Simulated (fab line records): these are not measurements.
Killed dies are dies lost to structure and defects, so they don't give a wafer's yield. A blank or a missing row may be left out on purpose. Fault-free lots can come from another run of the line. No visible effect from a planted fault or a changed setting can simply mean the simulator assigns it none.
fab line records	flow sky130
record: lots: 5	wafers: 15	lastDay: 50
route steps=708 shown VT_ADJUST_LVTN@112 VT_ADJUST_NCORE@119 VT_ADJUST_HVTR@131 VT_ADJUST_PCH@143
lots that met no fault: taken from a fault-free run of the same line
startH: hours from the record's opening day to when the first of the lot's shown wafers began	waitH: hours from the lot's prior step to this one	" identical to the entry in the row above	L1.1+2: several wafers, shown together as one row	- value missing, or start not given	* or withheld: withheld	< > ~ a bound
route shown NAME@n: a module of which the file shows steps, and the number in the route of the first	usual: the fault-free wafers' mean and standard deviation	same: alike in all rows	chamber/n: place in a boat	sites: per-site readings	_std_site: their standard deviation	_edge_site: the outer-site mean with the inner-site mean subtracted	radiusMm: how far each site lies from the wafer's centre	mask NAME#n: copy n	behind: the last tool/chamber to shape the wafer	hold: what put the lot on hold/how long, in hours/how the hold closed	device: which transistor (n, p or np) failed to switch	end of line: the same wafers' tests at the end of the route	a step without rows: its recipe alone	killed: the dies lost at the first sort to structure and to defects; this is not the yield of the wafer	map: a wafer's dies, x killed, . not, _ none there
set.NAME: the setting that was run; set.NAME@STEP: the one run at that earlier step	model.NAME: the simulator's own value behind a step, which no gauge read
certain route steps with their lots: each step a table, each wafer a row
services: from which hour (startH, from the record's first day; less than 0 if before it) a tool's chamber was out of use, for how many hours, and why
== steps ==
step: SKY_VT_ADJUST_LVTN_EXPOSE_15
recipe: maskId: HVN_STD_DERIVED	na: 0.6	sourceShape: conventional	sigmaOuter: 0.6	polarization: unpolarized	targetCdNm: 600	doseMj: 163
usual: focusOffsetNm: -0.1/0.48
lot.wafer	tool	chamber	startH	waitH	mask	focusOffsetNm
L074.1	ilineStepper-01	0	-	-	HVN_STD_DERIVED#0	-0.2
L074.5	"	0	"	"	HVN_STD_DERIVED#0	-0.8
L074.6	"	0	"	"	HVN_STD_DERIVED#0	-0.7
L077.2	ilineStepper-01	0	-	-	HVN_STD_DERIVED#0	-0.2
L077.4	"	0	"	"	HVN_STD_DERIVED#0	-0.3
L077.6	"	0	"	"	HVN_STD_DERIVED#0	0.3
L084.1	ilineStepper-01	0	-	-	HVN_STD_DERIVED#0	-0.1
L084.2	"	0	"	"	HVN_STD_DERIVED#0	0.1
L084.6	"	0	"	"	HVN_STD_DERIVED#0	0.5
L086.1	ilineStepper-01	0	-	-	HVN_STD_DERIVED#0	0.2
L086.2	"	0	"	"	HVN_STD_DERIVED#0	0.0
L086.3	"	0	"	"	HVN_STD_DERIVED#0	-0.4
L097.1	ilineStepper-01	0	-	-	HVN_STD_DERIVED#0	-0.1
L097.4	"	0	"	"	HVN_STD_DERIVED#0	-0.6
L097.5	"	0	"	"	HVN_STD_DERIVED#0	0.2
step: SKY_VT_ADJUST_LVTN_PEB_16
recipe: tempC: withheld	timeS: *	resist: NOVOLAK
lot.wafer	tool	chamber	startH	waitH
L074.1+5+6	lithoTrack-04	0	-	-
L077.2+4+6	lithoTrack-01	0	-	-
L084.1+2+6	lithoTrack-01	0	-	-
L086.1+2+3	lithoTrack-02	0	-	-
L097.1+4+5	lithoTrack-04	0	-	-
step: SKY_VT_ADJUST_LVTN_DEVELOP_17
recipe: resist: NOVOLAK	developer: TMAH	developTimeS: 60	devTempC: 23
lot.wafer	tool	chamber	startH	waitH
L074.1+5+6	lithoTrack-04	0	157.46	0.1
L077.2+4+6	lithoTrack-01	0	181.71	0.1
L084.1+2+6	lithoTrack-01	0	227.29	0.1
L086.1+2+3	lithoTrack-02	0	243.21	0.1
L097.1+4+5	lithoTrack-04	0	315.86	0.1
step: SKY_VT_ADJUST_LVTN_OVL_MEAS_18
usual: VT_ADJUST_LVTN_01_OVL: -0.4/1.3
lot.wafer	tool	chamber	startH	waitH	VT_ADJUST_LVTN_01_OVL[nm]
L074.1	overlay-02	-	157.61	0.1	0.9
L074.5	"	-	"	"	0.1
L074.6	"	-	"	"	-1.0
L077.2	overlay-02	-	181.84	0.1	-2.6
L077.4	"	-	"	"	-1.7
L077.6	"	-	"	"	-1.5
L084.1	overlay-01	-	227.44	0.1	1.0
L084.2	"	-	"	"	0.0
L084.6	"	-	"	"	2.1
L086.1	overlay-01	-	243.36	0.1	-2.4
L086.2	"	-	"	"	-0.2
L086.3	"	-	"	"	-1.7
L097.1	overlay-02	-	316.01	0.1	0.7
L097.4	"	-	"	"	-0.9
L097.5	"	-	"	"	-0.7
step: SKY_VT_ADJUST_LVTN_IMPLANT_19
recipe: species: B	energyKev: 30	doseCm2: 6.5e+11	tiltDeg: withheld
lot.wafer	tool	chamber	startH	waitH
L074.1+5+6	implanter-04	0	157.77	0.1
L077.2+4+6	implanter-01	0	181.90	0.0
L084.1+2+6	implanter-01	0	227.47	0.0
L086.1+2+3	implanter-04	0	243.40	0.0
L097.1+4+5	implanter-04	0	316.05	0.0
step: SKY_VT_ADJUST_LVTN_STRIP_20
recipe: chemistry: O2/N2	powerW: 1400	pressureMtorr: 1500	platenTempC: withheld	o2FlowSccm: 3000	n2FlowSccm: 300	overashFraction: 0.5
usual: drypumpMotorCurrentA: 5.9/0.46	oesProductAu: 0.716/0.0051	stripTimeToEndpointS: 14.19/0.052
lot.wafer	tool	chamber	startH	waitH	drypumpMotorCurrentA	oesProductAu	rfHoursCounterH	stripTimeToEndpointS
L074.1	plasmaAsher-04	1	157.92	0.1	4.9	0.706	4	14.29
L074.5	"	1	"	"	4.9	0.717	-	14.27
L074.6	"	0	"	"	6.3	0.719	-	14.29
L077.2	plasmaAsher-03	0	182.02	0.1	6.0	0.705	38	14.20
L077.4	"	1	"	"	6.0	0.723	-	14.18
L077.6	"	0	"	"	6.0	0.714	-	14.16
L084.1	plasmaAsher-02	0	227.62	0.1	5.8	0.706	53	14.14
L084.2	"	1	"	"	6.4	0.717	53	14.07
L084.6	"	0	"	"	5.8	0.715	-	14.15
L086.1	plasmaAsher-04	0	243.55	0.1	6.3	0.712	12	14.20
L086.2	"	1	"	"	5.0	0.713	12	14.17
L086.3	"	0	"	"	6.4	0.715	-	14.19
L097.1	plasmaAsher-04	1	316.20	0.1	5.0	0.706	19	14.20
L097.4	"	1	"	"	4.9	0.722	-	14.20
L097.5	"	0	"	"	6.4	0.711	-	14.21
step: SKY_VT_ADJUST_LVTN_TW_MEAS_21
usual: VT_ADJUST_LVTN_2_TW: 188.2/1.3
lot.wafer	tool	chamber	startH	waitH	VT_ADJUST_LVTN_2_TW
L074.1	filmMetro-03	-	158.02	0.1	189.1
L074.5	"	-	"	"	189.1
L074.6	"	-	"	"	189.2
L077.2	filmMetro-02	-	182.13	0.1	189.6
L077.4	"	-	"	"	190.0
L077.6	"	-	"	"	189.0
L084.1	filmMetro-03	-	227.72	0.1	186.6
L084.2	"	-	"	"	187.5
L084.6	"	-	"	"	187.3
L086.1	filmMetro-04	-	243.65	0.1	187.4
L086.2	"	-	"	"	187.0
L086.3	"	-	"	"	186.8
L097.1	filmMetro-04	-	316.30	0.1	186.4
L097.4	"	-	"	"	186.3
L097.5	"	-	"	"	186.4
step: SKY_VT_ADJUST_NCORE_DEHYDRATE_00
recipe: tempC: 200	timeS: 60
lot.wafer	tool	chamber	startH	waitH
L074.1+5+6	lithoTrack-04	0	167.16	9.1
L077.2+4+6	lithoTrack-04	0	191.44	9.3
L084.1+2+6	lithoTrack-04	0	238.11	10.4
L086.1+2+3	lithoTrack-04	0	254.31	10.7
L097.1+4+5	lithoTrack-02	0	329.31	13.0
step: SKY_VT_ADJUST_NCORE_HMDS_01
recipe: primeTimeS: 60	primeTempC: 120
lot.wafer	tool	chamber	startH	waitH
L074.1+5+6	lithoTrack-04	0	167.31	0.1
L077.2+4+6	lithoTrack-04	0	191.59	0.1
L084.1+2+6	lithoTrack-04	0	238.26	0.1
L086.1+2+3	lithoTrack-04	0	254.46	0.1
L097.1+4+5	lithoTrack-02	0	329.46	0.1
step: SKY_VT_ADJUST_NCORE_COAT_02
recipe: resist: NOVOLAK	spinRpm: 3000	resistThkNm: 1140
usual: dispensePressureKPa: 52/3.3
lot.wafer	tool	chamber	startH	waitH	dispensePressureKPa
L074.1	lithoTrack-04	0	167.46	0.1	52
L074.5	"	0	"	"	52
L074.6	"	0	"	"	52
L077.2	lithoTrack-04	0	191.74	0.1	52
L077.4	"	0	"	"	52
L077.6	"	0	"	"	52
L084.1	lithoTrack-04	0	238.41	0.1	52
L084.2	"	0	"	"	52
L084.6	"	0	"	"	52
L086.1	lithoTrack-04	0	254.61	0.1	52
L086.2	"	0	"	"	52
L086.3	"	0	"	"	52
L097.1	lithoTrack-02	0	329.61	0.1	49
L097.4	"	0	"	"	49
L097.5	"	0	"	"	49
step: SKY_VT_ADJUST_NCORE_SOFTBAKE_03
recipe: tempC: 90	timeS: 60	resist: NOVOLAK
lot.wafer	tool	chamber	startH	waitH
L074.1+5+6	lithoTrack-04	0	167.61	0.1
L077.2+4+6	lithoTrack-04	0	191.89	0.1
L084.1+2+6	lithoTrack-04	0	238.56	0.1
L086.1+2+3	lithoTrack-04	0	254.76	0.1
L097.1+4+5	lithoTrack-02	0	329.76	0.1
step: SKY_VT_ADJUST_NCORE_EXPOSE_04
recipe: maskId: LVTN_COMPLEMENT_THIN	na: 0.6	sourceShape: conventional	sigmaOuter: 0.6	polarization: unpolarized	targetCdNm: 380	doseMj: 139
usual: focusOffsetNm: 0.0/0.51
lot.wafer	tool	chamber	startH	waitH	mask	focusOffsetNm
L074.1	ilineStepper-02	0	-	-	LVTN_COMPLEMENT_THIN#0	-0.3
L074.5	"	0	"	"	LVTN_COMPLEMENT_THIN#0	0.6
L074.6	"	0	"	"	LVTN_COMPLEMENT_THIN#0	0.3
L077.2	ilineStepper-02	0	-	-	LVTN_COMPLEMENT_THIN#0	0.0
L077.4	"	0	"	"	LVTN_COMPLEMENT_THIN#0	0.0
L077.6	"	0	"	"	LVTN_COMPLEMENT_THIN#0	0.4
L084.1	ilineStepper-02	0	-	-	LVTN_COMPLEMENT_THIN#0	0.8
L084.2	"	0	"	"	LVTN_COMPLEMENT_THIN#0	-0.6
L084.6	"	0	"	"	LVTN_COMPLEMENT_THIN#0	-1.2
L086.1	ilineStepper-02	0	-	-	LVTN_COMPLEMENT_THIN#0	0.6
L086.2	"	0	"	"	LVTN_COMPLEMENT_THIN#0	-0.1
L086.3	"	0	"	"	LVTN_COMPLEMENT_THIN#0	0.3
L097.1	ilineStepper-01	0	-	-	LVTN_COMPLEMENT_THIN#0	0.3
L097.4	"	0	"	"	LVTN_COMPLEMENT_THIN#0	-0.1
L097.5	"	0	"	"	LVTN_COMPLEMENT_THIN#0	0.7
step: SKY_VT_ADJUST_NCORE_PEB_05
recipe: tempC: withheld	timeS: *	resist: NOVOLAK
lot.wafer	tool	chamber	startH	waitH
L074.1+5+6	lithoTrack-02	0	-	-
L077.2+4+6	lithoTrack-04	0	-	-
L084.1+2+6	lithoTrack-03	0	-	-
L086.1+2+3	lithoTrack-04	0	-	-
L097.1+4+5	lithoTrack-02	0	-	-
step: SKY_VT_ADJUST_NCORE_DEVELOP_06
recipe: resist: NOVOLAK	developer: TMAH	developTimeS: 60	devTempC: 23
lot.wafer	tool	chamber	startH	waitH
L074.1+5+6	lithoTrack-02	0	178.21	0.1
L077.2+4+6	lithoTrack-04	0	202.44	0.1
L084.1+2+6	lithoTrack-03	0	250.21	0.1
L086.1+2+3	lithoTrack-04	0	267.36	0.1
L097.1+4+5	lithoTrack-02	0	342.51	0.1
step: SKY_VT_ADJUST_NCORE_CD_MEAS_07
recipe: targetCdNm: 380
usual: cdNm: 380.1/2.6
lot.wafer	tool	chamber	startH	waitH	cdNm
L074.1	cdSem-02	-	178.36	0.1	377.7
L074.5	"	-	"	"	380.0
L074.6	"	-	"	"	376.1
L077.2	cdSem-02	-	202.58	0.1	380.3
L077.4	"	-	"	"	381.6
L077.6	"	-	"	"	380.3
L084.1	cdSem-01	-	250.36	0.1	379.5
L084.2	"	-	"	"	379.0
L084.6	"	-	"	"	377.7
L086.1	cdSem-02	-	267.51	0.1	379.6
L086.2	"	-	"	"	381.9
L086.3	"	-	"	"	380.2
L097.1	cdSem-01	-	342.66	0.1	381.3
L097.4	"	-	"	"	381.9
L097.5	"	-	"	"	380.6
step: SKY_VT_ADJUST_NCORE_OVL_MEAS_08
usual: VT_ADJUST_NCORE_OVL: 0.7/1.4
lot.wafer	tool	chamber	startH	waitH	VT_ADJUST_NCORE_OVL[nm]
L074.1	overlay-01	-	178.48	0.1	-1.3
L074.5	"	-	"	"	-1.2
L074.6	"	-	"	"	0.3
L077.2	overlay-02	-	202.69	0.1	1.7
L077.4	"	-	"	"	0.3
L077.6	"	-	"	"	2.2
L084.1	overlay-01	-	250.48	0.1	1.6
L084.2	"	-	"	"	0.7
L084.6	"	-	"	"	1.7
L086.1	overlay-02	-	267.63	0.1	2.4
L086.2	"	-	"	"	3.2
L086.3	"	-	"	"	3.0
L097.1	overlay-01	-	342.78	0.1	1.1
L097.4	"	-	"	"	-0.4
L097.5	"	-	"	"	-0.7
step: SKY_VT_ADJUST_NCORE_IMPLANT_09
recipe: species: B	energyKev: 10	doseCm2: 2.4e+12	tiltDeg: withheld
lot.wafer	tool	chamber	startH	waitH
L074.1+5+6	implanter-04	0	178.52	0.0
L077.2+4+6	implanter-03	0	202.74	0.0
L084.1+2+6	implanter-01	0	250.52	0.0
L086.1+2+3	implanter-03	0	267.67	0.0
L097.1+4+5	implanter-04	0	342.82	0.0
step: SKY_VT_ADJUST_NCORE_STRIP_10
recipe: chemistry: O2/N2	powerW: 1400	pressureMtorr: 1500	platenTempC: withheld	o2FlowSccm: 3000	n2FlowSccm: 300	overashFraction: 0.5
usual: drypumpMotorCurrentA: 5.5/0.59	oesProductAu: 0.716/0.0048	stripTimeToEndpointS: 14.19/0.042
lot.wafer	tool	chamber	startH	waitH	drypumpMotorCurrentA	oesProductAu	rfHoursCounterH	stripTimeToEndpointS
L074.1	plasmaAsher-03	1	178.67	0.1	6.0	0.717	37	14.14
L074.5	"	1	"	"	6.0	0.710	-	14.19
L074.6	"	0	"	"	6.0	0.716	-	14.19
L077.2	plasmaAsher-01	1	202.87	0.1	5.0	0.709	54	14.16
L077.4	"	0	"	"	4.8	0.720	-	14.15
L077.6	"	0	"	"	4.8	0.713	-	14.19
L084.1	plasmaAsher-01	0	250.67	0.1	4.8	0.709	58	14.21
L084.2	"	1	"	"	5.0	0.720	58	14.23
L084.6	"	0	"	"	4.8	0.714	-	14.26
L086.1	plasmaAsher-01	0	267.82	0.1	4.8	0.725	60	14.30
L086.2	"	1	"	"	5.0	0.719	60	14.26
L086.3	"	1	"	"	5.0	0.715	-	14.23
L097.1	plasmaAsher-02	0	342.97	0.1	5.8	0.710	65	14.12
L097.4	"	0	"	"	5.8	0.715	-	14.14
L097.5	"	0	"	"	5.8	0.709	-	14.14
step: SKY_VT_ADJUST_NCORE_TW_MEAS_11
usual: VT_ADJUST_NCORE_TW: 219.8/1.1
lot.wafer	tool	chamber	startH	waitH	VT_ADJUST_NCORE_TW
L074.1	filmMetro-01	-	178.77	0.1	217.6
L074.5	"	-	"	"	218.7
L074.6	"	-	"	"	218.2
L077.2	filmMetro-03	-	202.98	0.1	221.4
L077.4	"	-	"	"	221.6
L077.6	"	-	"	"	221.0
L084.1	filmMetro-02	-	250.77	0.1	221.0
L084.2	"	-	"	"	221.2
L084.6	"	-	"	"	220.6
L086.1	filmMetro-03	-	267.92	0.1	220.8
L086.2	"	-	"	"	220.5
L086.3	"	-	"	"	222.0
L097.1	filmMetro-02	-	343.07	0.1	221.2
L097.4	"	-	"	"	220.1
L097.5	"	-	"	"	220.4
step: SKY_VT_ADJUST_HVTR_DEHYDRATE_00
recipe: tempC: 200	timeS: 60
lot.wafer	tool	chamber	startH	waitH
L074.1+5+6	lithoTrack-03	0	187.86	9.1
L077.2+4+6	lithoTrack-04	0	212.49	9.5
L084.1+2+6	lithoTrack-03	0	261.51	10.7
L086.1+2+3	lithoTrack-03	0	279.91	12.0
L097.1+4+5	lithoTrack-01	0	357.19	14.1
step: SKY_VT_ADJUST_HVTR_HMDS_01
recipe: primeTimeS: 60	primeTempC: 120
lot.wafer	tool	chamber	startH	waitH
L074.1+5+6	lithoTrack-03	0	188.01	0.1
L077.2+4+6	lithoTrack-04	0	212.64	0.1
L084.1+2+6	lithoTrack-03	0	261.66	0.1
L086.1+2+3	lithoTrack-03	0	280.06	0.1
L097.1+4+5	lithoTrack-01	0	357.34	0.1
step: SKY_VT_ADJUST_HVTR_COAT_02
recipe: resist: NOVOLAK	spinRpm: 3000	resistThkNm: 1140
usual: dispensePressureKPa: 55.4/2.2
lot.wafer	tool	chamber	startH	waitH	dispensePressureKPa
L074.1	lithoTrack-03	0	188.16	0.1	57.6
L074.5	"	0	"	"	57.5
L074.6	"	0	"	"	57.5
L077.2	lithoTrack-04	0	212.79	0.1	52.2
L077.4	"	0	"	"	52.2
L077.6	"	0	"	"	52.2
L084.1	lithoTrack-03	0	261.81	0.1	57.6
L084.2	"	0	"	"	57.6
L084.6	"	0	"	"	57.6
L086.1	lithoTrack-03	0	280.21	0.1	57.6
L086.2	"	0	"	"	57.6
L086.3	"	0	"	"	57.6
L097.1	lithoTrack-01	0	357.49	0.1	54.2
L097.4	"	0	"	"	54.2
L097.5	"	0	"	"	54.2
step: SKY_VT_ADJUST_HVTR_SOFTBAKE_03
recipe: tempC: 90	timeS: 60	resist: NOVOLAK
lot.wafer	tool	chamber	startH	waitH
L074.1+5+6	lithoTrack-03	0	188.31	0.1
L077.2+4+6	lithoTrack-04	0	212.94	0.1
L084.1+2+6	lithoTrack-03	0	261.96	0.1
L086.1+2+3	lithoTrack-03	0	280.36	0.1
L097.1+4+5	lithoTrack-01	0	357.64	0.1
step: SKY_VT_ADJUST_HVTR_EXPOSE_04
recipe: maskId: HVTRM	targetCdNm: 380	na: 0.6	sourceShape: conventional	sigmaOuter: 0.6	doseMj: 152
usual: focusOffsetNm: -0.1/0.66
lot.wafer	tool	chamber	startH	waitH	mask	focusOffsetNm
L074.1	ilineStepper-01	0	-	-	HVTRM#0	0.1
L074.5	"	0	"	"	HVTRM#0	0.8
L074.6	"	0	"	"	HVTRM#0	1.4
L077.2	ilineStepper-01	0	-	-	HVTRM#0	0.1
L077.4	"	0	"	"	HVTRM#0	-0.6
L077.6	"	0	"	"	HVTRM#0	-1.0
L084.1	ilineStepper-02	0	-	-	HVTRM#0	0.0
L084.2	"	0	"	"	HVTRM#0	0.3
L084.6	"	0	"	"	HVTRM#0	-0.2
L086.1	ilineStepper-01	0	-	-	HVTRM#0	-0.2
L086.2	"	0	"	"	HVTRM#0	0.2
L086.3	"	0	"	"	HVTRM#0	0.3
L097.1	ilineStepper-02	0	-	-	HVTRM#0	-1.0
L097.4	"	0	"	"	HVTRM#0	-0.8
L097.5	"	0	"	"	HVTRM#0	0.0
step: SKY_VT_ADJUST_HVTR_PEB_05
recipe: tempC: withheld	timeS: *	resist: NOVOLAK
lot.wafer	tool	chamber	startH	waitH
L074.1+5+6	lithoTrack-04	0	-	-
L077.2+4+6	lithoTrack-01	0	-	-
L084.1+2+6	lithoTrack-04	0	-	-
L086.1+2+3	lithoTrack-04	0	-	-
L097.1+4+5	lithoTrack-01	0	-	-
step: SKY_VT_ADJUST_HVTR_DEVELOP_06
recipe: developTimeS: 60	devTempC: 23
lot.wafer	tool	chamber	startH	waitH
L074.1+5+6	lithoTrack-04	0	198.56	0.1
L077.2+4+6	lithoTrack-01	0	224.16	0.1
L084.1+2+6	lithoTrack-04	0	274.71	0.1
L086.1+2+3	lithoTrack-04	0	292.36	0.1
L097.1+4+5	lithoTrack-01	0	370.84	0.1
step: SKY_VT_ADJUST_HVTR_CD_MEAS_07
recipe: targetCdNm: 380
usual: cdNm: 380.4/2.7
lot.wafer	tool	chamber	startH	waitH	cdNm
L074.1	cdSem-01	-	198.71	0.1	385.3
L074.5	"	-	"	"	383.9
L074.6	"	-	"	"	381.3
L077.2	cdSem-02	-	224.31	0.1	380.1
L077.4	"	-	"	"	378.7
L077.6	"	-	"	"	378.9
L084.1	cdSem-02	-	274.86	0.1	378.0
L084.2	"	-	"	"	378.8
L084.6	"	-	"	"	378.7
L086.1	cdSem-01	-	292.51	0.1	378.4
L086.2	"	-	"	"	377.0
L086.3	"	-	"	"	376.8
L097.1	cdSem-02	-	370.99	0.1	375.1
L097.4	"	-	"	"	373.5
L097.5	"	-	"	"	378.6
step: SKY_VT_ADJUST_HVTR_OVL_MEAS_08
usual: VT_ADJUST_HVTR_OVL: 0.3/1.3
lot.wafer	tool	chamber	startH	waitH	VT_ADJUST_HVTR_OVL[nm]
L074.1	overlay-01	-	198.83	0.1	1.0
L074.5	"	-	"	"	1.7
L074.6	"	-	"	"	1.1
L077.2	overlay-01	-	224.41	0.1	-0.2
L077.4	"	-	"	"	-1.4
L077.6	"	-	"	"	-0.8
L084.1	overlay-02	-	274.98	0.1	1.4
L084.2	"	-	"	"	2.1
L084.6	"	-	"	"	1.3
L086.1	overlay-01	-	292.63	0.1	-1.1
L086.2	"	-	"	"	-0.5
L086.3	"	-	"	"	-0.4
L097.1	overlay-02	-	371.11	0.1	0.3
L097.4	"	-	"	"	-0.4
L097.5	"	-	"	"	-0.7
step: SKY_VT_ADJUST_HVTR_IMPLANT_09
recipe: species: B	energyKev: 10	doseCm2: 2.1e+12	tiltDeg: withheld
lot.wafer	tool	chamber	startH	waitH
L074.1+5+6	implanter-01	0	198.87	0.0
L077.2+4+6	implanter-02	0	224.47	0.0
L084.1+2+6	implanter-02	0	275.02	0.0
L086.1+2+3	implanter-03	0	292.67	0.0
L097.1+4+5	implanter-02	0	371.14	0.0
step: SKY_VT_ADJUST_HVTR_STRIP_10
recipe: chemistry: O2/N2	powerW: 1400	pressureMtorr: 1500	platenTempC: withheld	o2FlowSccm: 3000	n2FlowSccm: 300	overashFraction: 0.5
usual: drypumpMotorCurrentA: 5.7/0.66	oesProductAu: 0.715/0.0049	stripTimeToEndpointS: 14.20/0.036
lot.wafer	tool	chamber	startH	waitH	drypumpMotorCurrentA	oesProductAu	rfHoursCounterH	stripTimeToEndpointS
L074.1	plasmaAsher-04	0	199.02	0.1	6.3	0.718	8	14.17
L074.5	"	1	"	"	5.0	0.711	-	14.13
L074.6	"	0	"	"	6.4	0.708	-	14.13
L077.2	plasmaAsher-02	1	224.59	0.1	6.4	0.713	53	14.22
L077.4	"	0	"	"	5.8	0.718	-	14.18
L077.6	"	1	"	"	6.4	0.709	-	14.21
L084.1	plasmaAsher-01	1	275.17	0.1	5.0	0.717	60	14.22
L084.2	"	0	"	"	4.8	0.717	60	14.20
L084.6	"	1	"	"	5.0	0.716	-	14.21
L086.1	plasmaAsher-01	0	292.82	0.1	4.8	0.720	62	14.22
L086.2	"	1	"	"	5.0	0.721	62	14.21
L086.3	"	1	"	"	5.0	0.717	-	14.16
L097.1	plasmaAsher-02	0	371.29	0.1	5.8	0.712	68	14.22
L097.4	"	1	"	"	6.5	0.711	-	14.25
L097.5	"	0	"	"	5.8	0.726	-	14.19
step: SKY_VT_ADJUST_HVTR_TW_MEAS_11
usual: VT_ADJUST_HVTR_TW: 210.4/1.3
lot.wafer	tool	chamber	startH	waitH	VT_ADJUST_HVTR_TW
L074.1	filmMetro-03	-	199.12	0.1	212.5
L074.5	"	-	"	"	212.3
L074.6	"	-	"	"	212.3
L077.2	filmMetro-03	-	224.70	0.1	210.2
L077.4	"	-	"	"	210.8
L077.6	"	-	"	"	210.8
L084.1	filmMetro-04	-	275.27	0.1	208.9
L084.2	"	-	"	"	208.8
L084.6	"	-	"	"	209.5
L086.1	filmMetro-04	-	292.92	0.1	209.1
L086.2	"	-	"	"	209.5
L086.3	"	-	"	"	208.8
L097.1	filmMetro-01	-	371.39	0.1	210.3
L097.4	"	-	"	"	210.4
L097.5	"	-	"	"	210.7
step: SKY_VT_ADJUST_PCH_DEHYDRATE_00
recipe: tempC: 200	timeS: 60
lot.wafer	tool	chamber	startH	waitH
L074.1+5+6	lithoTrack-03	0	207.76	8.6
L077.2+4+6	lithoTrack-03	0	234.74	10.0
L084.1+2+6	lithoTrack-01	0	286.84	11.6
L086.1+2+3	lithoTrack-01	0	305.24	12.3
L097.1+4+5	lithoTrack-02	0	386.06	14.7
step: SKY_VT_ADJUST_PCH_HMDS_01
recipe: primeTimeS: 60	primeTempC: 120
lot.wafer	tool	chamber	startH	waitH
L074.1+5+6	lithoTrack-03	0	207.91	0.1
L077.2+4+6	lithoTrack-03	0	234.89	0.1
L084.1+2+6	lithoTrack-01	0	286.99	0.1
L086.1+2+3	lithoTrack-01	0	305.39	0.1
L097.1+4+5	lithoTrack-02	0	386.21	0.1
step: SKY_VT_ADJUST_PCH_COAT_02
recipe: spinRpm: 2000	resistThkNm: 3000
usual: dispensePressureKPa: 55/3.4
lot.wafer	tool	chamber	startH	waitH	dispensePressureKPa
L074.1	lithoTrack-03	0	208.06	0.1	58
L074.5	"	0	"	"	58
L074.6	"	0	"	"	58
L077.2	lithoTrack-03	0	235.04	0.1	58
L077.4	"	0	"	"	58
L077.6	"	0	"	"	57
L084.1	lithoTrack-01	0	287.14	0.1	54
L084.2	"	0	"	"	54
L084.6	"	0	"	"	54
L086.1	lithoTrack-01	0	305.54	0.1	54
L086.2	"	0	"	"	54
L086.3	"	0	"	"	54
L097.1	lithoTrack-02	0	386.36	0.1	49
L097.4	"	0	"	"	49
L097.5	"	0	"	"	49
step: SKY_VT_ADJUST_PCH_SOFTBAKE_03
recipe: tempC: 110	timeS: withheld
lot.wafer	tool	chamber	startH	waitH
L074.1+5+6	lithoTrack-03	0	208.21	0.1
L077.2+4+6	lithoTrack-03	0	235.20	0.1
L084.1+2+6	lithoTrack-01	0	287.29	0.1
L086.1+2+3	lithoTrack-01	0	305.69	0.1
L097.1+4+5	lithoTrack-02	0	386.51	0.1
step: SKY_VT_ADJUST_PCH_EXPOSE_04
recipe: maskId: NWM	na: 0.6	sourceShape: conventional	sigmaOuter: 0.6	polarization: unpolarized	targetCdNm: 840	doseMj: 255
usual: focusOffsetNm: -0.1/0.48
lot.wafer	tool	chamber	startH	waitH	mask	focusOffsetNm
L074.1	ilineStepper-01	0	-	-	NWM#0	-1.3
L074.5	"	0	"	"	NWM#0	-0.2
L074.6	"	0	"	"	NWM#0	-0.1
L077.2	ilineStepper-01	0	-	-	NWM#0	0.6
L077.4	"	0	"	"	NWM#0	1.1
L077.6	"	0	"	"	NWM#0	-0.3
L084.1	ilineStepper-01	0	-	-	NWM#0	-0.3
L084.2	"	0	"	"	NWM#0	-0.4
L084.6	"	0	"	"	NWM#0	-0.2
L086.1	ilineStepper-02	0	-	-	NWM#0	0.8
L086.2	"	0	"	"	NWM#0	-0.3
L086.3	"	0	"	"	NWM#0	-0.1
L097.1	ilineStepper-02	0	-	-	NWM#0	0.9
L097.4	"	0	"	"	NWM#0	-0.4
L097.5	"	0	"	"	NWM#0	0.3
== services ==
tool	chamber	startH	hours	kind
implanter-01	-	126.42	2.2	repair
implanter-03	-	128.30	6.1	repair
plasmaAsher-04	-	129.69	4.3	repair
plasmaAsher-02	-	136.99	0.6	repair
plasmaAsher-02	-	139.60	2.8	repair
implanter-02	-	153.52	4.0	repair
plasmaAsher-02	-	167.38	2.8	pm
implanter-04	-	179.29	4.0	pm
ilineStepper-02	-	179.85	2.9	repair
plasmaAsher-04	-	189.91	2.8	pm
implanter-03	-	208.17	2.9	repair
ilineStepper-02	-	229.92	6.8	repair
implanter-02	-	247.04	3.5	pm
implanter-04	-	250.49	4.2	repair
implanter-01	-	258.48	5.4	repair
implanter-04	-	265.11	3.8	pm
implanter-03	-	282.17	1.1	repair
ilineStepper-02	-	288.53	2.1	pm
plasmaAsher-04	-	302.79	4.4	repair
implanter-01	-	307.82	8.3	repair
ilineStepper-01	-	309.44	1.7	pm
ilineStepper-02	-	311.10	1.7	pm
plasmaAsher-01	-	346.80	8.8	repair
ilineStepper-01	-	353.92	2.1	pm
== key ==
fault none
